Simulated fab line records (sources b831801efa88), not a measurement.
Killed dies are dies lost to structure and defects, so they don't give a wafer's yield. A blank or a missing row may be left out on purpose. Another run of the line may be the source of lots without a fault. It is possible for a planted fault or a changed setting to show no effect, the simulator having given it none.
A struck lot beside a sound one	flow sky130	44 steps out of a route of 708
Sound: the wafers L692.2, L692.3, L692.4. Wafers L703.3, L703.5, L703.6 were the ones struck. The cause is given at the end.
Each step with rows lists, per side, the tool, then ch with its chambers, then its first start. Under that, the readings that differ: sound wafers	struck wafers	difference of the means	sigmas: that difference in standard deviations of wafers without a fault.
alike: a reading whose means differ by less than 2 such deviations, as well as words and numbers matching on both sides. not compared: withheld readings; readings where some wafer has no value; bounds like >300 that might hide an equal value; numbers whose values overlap and for which the record gives no deviation.
The two part at a step that has a row with sigmas, a row that says differs or no value, or rows on one side only. Numbers that don't overlap but have no deviation are shown without sigmas and don't part them. Lack of a reading on every wafer of one side parts them only where that side has two or more wafers.

SKY_FIELD_ISO_STRIP_16: strips in O2/N2.
  sound on plasma asher-01 ch 0,1, day 4 02:23; struck on plasma asher-04 ch 0,1, day 6 08:23
  alike: drypump motor current A, oes product au, strip time to endpoint s
  not compared: rf hours counter h
SKY_FIELD_ISO_ETCH_17: etches Si in HBr/Cl2/O2, target depth 342 nm, time 97.7 s.
  sound on rie si-02 ch 1,2,3, day 4 02:29; struck on rie si-02 ch 0,1,3, day 6 08:26
  alike: HBr_flow_sccm, O2_flow_sccm, drypump motor current A, he backside leak sccm, oes product au, throttle valve pct
  not compared: rf hours counter h
then, 5 steps without rows for these wafers: SKY_FIELD_ISO_WET_ETCH_18 (etches Si3N4 in H3PO4, target depth 25 nm, time 286 s); SKY_FIELD_ISO_CLEAN_19 (cleans in SC1/SC2, time 150 s); SKY_FIELD_ISO_CLEAN_20 (cleans in dHF, time 20 s); SKY_FIELD_ISO_WET_ETCH_21 (etches SiO2 in dHF, target depth 20 nm, time 400 s); SKY_FIELD_ISO_OXIDATION_22 (stabilise 600 s, purge 300 s, target thk 10 nm).
SKY_FIELD_ISO_THK_MEAS_23:
  sound: film metro-02 at day 4 07:00; struck: film metro-03 at day 6 14:09
  alike: FIELD_ISO_OXIDATION_01_THK
then, 1 step without rows for these wafers: SKY_FIELD_ISO_CVD_24 (deposits SiO2, target thk 595 nm, time 99.2 s).
SKY_FIELD_ISO_THK_MEAS_25:
  sound: film metro-02 at day 4 07:08; struck: film metro-02 at day 6 14:17
  alike: FIELD_ISO_CVD_24_THK
then, 1 step without rows for these wafers: SKY_FIELD_ISO_ANNEAL_26 (time 1800 s).
SKY_FIELD_ISO_CMP_27: polishes, stops on Si3N4, t overpolish 16 s, target thk 457.8 nm.
  sound on cmp-02 ch 1,2,3, day 4 10:53; struck on cmp-02 ch 1,2,3, day 6 19:19
  alike: motor current A, overpolish run s, time to endpoint s
SKY_FIELD_ISO_WET_ETCH_28: etches SiO2 in dHF, target depth 23.7 nm, time 47 s.
  sound on wet bench-04 ch 0, day 4 11:11; struck on wet bench-04 ch 1, day 6 19:28
  no value came back on the struck wafers for bath heat duty pct (%), run length s (s); on the sound wafers bath heat duty pct (%) reads 6.1 6.5 5.9
reading	sound	struck	difference	sigmas
model.SiO2_of_FIELD_ISO_CVD_24.thk nm (nm)	432 434.1 434	460 457.8 456.9	+25	
then, 4 steps without rows for these wafers: SKY_FIELD_ISO_WET_ETCH_29 (etches Si3N4 in H3PO4, target depth 160 nm, time 1825 s); SKY_FIELD_ISO_WET_ETCH_30 (etches SiO2 in dHF, target depth 25 nm, time 50 s); SKY_NWELL_CLEAN_00 (cleans in SC1/SC2, time 150 s); SKY_NWELL_OXIDATION_01 (stabilise 600 s, purge 300 s, target thk 10 nm).
SKY_NWELL_THK_MEAS_02:
  sound: film metro-04 at day 4 18:13; struck: film metro-02 at day 6 23:15
  alike: NWELL_OXIDATION_THK
then, 8 steps without rows for these wafers: SKY_DNWELL_DEHYDRATE_00 (time 60 s); SKY_DNWELL_HMDS_01 (prime time 60 s); SKY_DNWELL_COAT_02 (resist thk 3000 nm); SKY_DNWELL_SOFTBAKE_03; SKY_DNWELL_EXPOSE_04 (exposes mask DNM, target cd 3000 nm); SKY_DNWELL_PEB_05; SKY_DNWELL_DEVELOP_06 (develop time 60 s); SKY_DNWELL_IMPLANT_07.
SKY_DNWELL_STRIP_08: strips in O2/N2.
  sound on plasma asher-03 ch 0,1, day 5 10:40; struck on plasma asher-03 ch 0,1, day 7 18:46
reading	sound	struck	difference	sigmas
strip time to endpoint s (s)	36.74 36.69 36.63	36.96 37.03 37.03	+0.32	+3
  alike: drypump motor current A, oes product au
  not compared: rf hours counter h
SKY_DNWELL_TW_MEAS_09:
  sound: film metro-04 at day 5 10:46; struck: film metro-04 at day 7 18:51
  alike: DNWELL_TW
then, 7 steps without rows for these wafers: SKY_PWDE_DEHYDRATE_00 (time 60 s); SKY_PWDE_HMDS_01 (prime time 60 s); SKY_PWDE_COAT_02 (resist thk 3000 nm); SKY_PWDE_SOFTBAKE_03; SKY_PWDE_EXPOSE_04 (exposes mask PWDEM, target cd 840 nm); SKY_PWDE_PEB_05; SKY_PWDE_DEVELOP_06 (develop time 60 s).
SKY_PWDE_OVL_MEAS_07:
  sound: overlay-01 at day 6 04:58; struck: overlay-02 at day 8 15:04
  alike: PWDE_OVL
following that, these wafers have no rows for 1 step: SKY_PWDE_IMPLANT_08.
SKY_PWDE_STRIP_09: strips in O2/N2.
  sound on plasma asher-04 ch 0,1, day 6 05:09; struck on plasma asher-03 ch 0,1, day 8 15:17
  alike: drypump motor current A, oes product au, strip time to endpoint s
  not compared: rf hours counter h
SKY_PWDE_TW_MEAS_10:
  sound: film metro-01 at day 6 05:16; struck: film metro-04 at day 8 15:22
  alike: PWDE_TW
then, 3 steps without rows for these wafers: SKY_NWELL_DEHYDRATE_03 (time 60 s); SKY_NWELL_HMDS_04 (prime time 60 s); SKY_NWELL_COAT_05 (resist thk 3000 nm).
-- the record jumps here: 26 days lie between the struck wafers' starts before and after (it left off in module NWELL and takes up again in module SALICIDE, whose first step shown is number 361 of the route) --
SKY_SALICIDE_CLEAN_00: cleans in HF-last, time 30 s.
  sound on wet bench-04 ch 3, day 31 07:05; struck on wet bench-04 ch 1, day 34 11:20
reading	sound	struck	difference	sigmas
model.SiO2_of_FIELD_ISO_CVD_24.thk nm (nm)	357.1 359 359	384.5 382.6 381.4	+24.5	
-- the record jumps here: 16 days lie between the struck wafers' starts before and after (it left off in module SALICIDE and takes up again in module PAD_OPEN, whose first step shown is number 708 of the route) --
SKY_PAD_OPEN_PROBE_99:
  sound: prober-01 at day 48 04:23; struck: prober-02 at day 50 10:05
reading	sound	struck	difference	sigmas
model.etest.res_p_drift_20v.line ohm um	1.128e+04 1.105e+04 1.144e+04	1.218e+04 1.291e+04 1.256e+04	+1.293e+03	
model.etest.res_p_drift_20v.rs ohm sq	9582 9275 9579	1.038e+04 1.096e+04 1.069e+04	+1.198e+03	
model.etest.pfet_16v.r on ohm um	1.549e+04 1.517e+04 1.551e+04	1.633e+04 1.679e+04 1.659e+04	+1.180e+03	
model.etest.res iso pwell.rs ohm sq	3406 3209 3430	3567 3848 3702	+357	
model.etest.res iso pwell.line ohm um	1276 1213 1308	1339 1456 1396	+131	
model.etest.res nwell.line ohm um	1095 1074 1107	1244 1272 1270	+170	
model.etest.res nwell.rs ohm sq	925.5 912.6 934	1045 1069 1058	+133	
model.etest.pfet_16v.drive ua um	242.1 245.9 242.8	232 225.3 226.6	-16	
  alike: killed_at_M0_to_M3, killed_at_M4_up, killed at contacts, killed at front end, killed at other, killed dies, killed open, killed short

## WHERE THEY PART
Earliest at SKY_FIELD_ISO_WET_ETCH_28; latest, in this record, at SKY_DNWELL_STRIP_08. Later steps at which nothing parts them and some readings are alike: SKY_DNWELL_TW_MEAS_09, SKY_PWDE_OVL_MEAS_07, SKY_PWDE_STRIP_09, SKY_PWDE_TW_MEAS_10, SKY_PAD_OPEN_PROBE_99.

WHY: what the simulator had put in
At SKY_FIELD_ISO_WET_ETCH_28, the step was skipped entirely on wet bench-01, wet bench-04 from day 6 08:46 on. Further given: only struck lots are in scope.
